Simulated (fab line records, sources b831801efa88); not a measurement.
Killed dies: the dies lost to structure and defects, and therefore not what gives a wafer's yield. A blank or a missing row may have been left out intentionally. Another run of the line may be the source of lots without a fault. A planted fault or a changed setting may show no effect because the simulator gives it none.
A single fault, viewed from 2 desks / flow gf180mcu / what lay behind the numbers comes last; until then each desk has only its own

TOOL OWNER'S DESK, pvd_sputter-02
The tool's own readings at GF_MIM_SPUTTER_08 (material AlCu, target thk 200 nm, time 10.6 s): means of the sampled wafers that have a number, for each lot that ran on this tool. Any lot whose mean is over 4 standard deviations away from the usual mean is out of limits and marked OUT; that distance is given in the brackets.
Columns: A = throttle_valve_pct at GF_MIM_SPUTTER_08, usual 29.5 %
lot=L161; first seen here=day 25 05:49; A=29.3
lot=L163; first seen here=day 25 09:10; A=30.0
lot=L170; first seen here=day 27 20:35; A=29.2
lot=L181; first seen here=day 31 01:16; A=29.2
lot=L182; first seen here=day 31 06:23; A=29.6
This desk's verdict: no lot among the 5 shows anything out of limits.

THE METROLOGY DESK
What the gauges read, lot by lot, whatever tool the lot ran on: means of the sampled wafers that have a number. Any lot whose mean is over 4 standard deviations away from the usual mean is out of limits and marked OUT; that distance is given in the brackets.
Columns: A = cd_nm at GF_V4_CD_MEAS_14, usual 259.2 nm; B = MIM_ALCU_RS at GF_MIM_RS_MEAS_10, usual 0.1600 ohm/sq; C = MIM_ALCU_THK at GF_MIM_THK_MEAS_11, usual 203.9 nm
lot=L161; first seen here=day 25 03:57; A=258.6; B=0.1600; C=204.0
lot=L163; first seen here=day 25 07:20; A=259.2; B=0.1575; C=207.1
lot=L164; first seen here=day 26 04:53; A=261.4; B=0.1615; C=200.9
lot=L166; first seen here=day 26 16:10; A=261.6; B=0.1619; C=201.0
lot=L167; first seen here=day 26 21:42; A=257.9; B=0.1580; C=204.8
lot=L170; first seen here=day 27 18:46; A=260.0; B=0.1590; C=205.2
lot=L171; first seen here=day 28 05:37; A=259.4; B=0.1617; C=203.8
lot=L174; first seen here=day 29 02:57; A=259.4; B=0.1581; C=207.7
lot=L181; first seen here=day 30 23:22; A=258.6; B=0.2068 (+28) OUT; C=159.3 (-20) OUT
lot=L182; first seen here=day 31 04:30; A=259.1; B=0.2086 (+29) OUT; C=159.5 (-20) OUT
Per this desk, out of limits: L181, L182; the first was L181, day 31 01:19 (MIM_ALCU_RS at GF_MIM_RS_MEAS_10). L161, L163, L164, L166, L167, L170, L171, L174: within limits.

PUT TOGETHER
An alarm was possible from the metrology desk at day 31 01:19, on L181, L182.
The tool owner's desk saw nothing out of limits.
The tool owner's desk has L181, L182 on record, within its limits.
On pvd_sputter-02, each named lot ran GF_MIM_SPUTTER_08.

WHAT WAS PUT IN BY THE SIMULATOR
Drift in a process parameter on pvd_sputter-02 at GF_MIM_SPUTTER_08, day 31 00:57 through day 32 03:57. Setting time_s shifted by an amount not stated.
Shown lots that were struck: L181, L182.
Time in hours between the start of the fault and the first out-of-limits reading at each desk: metrology desk, 0.
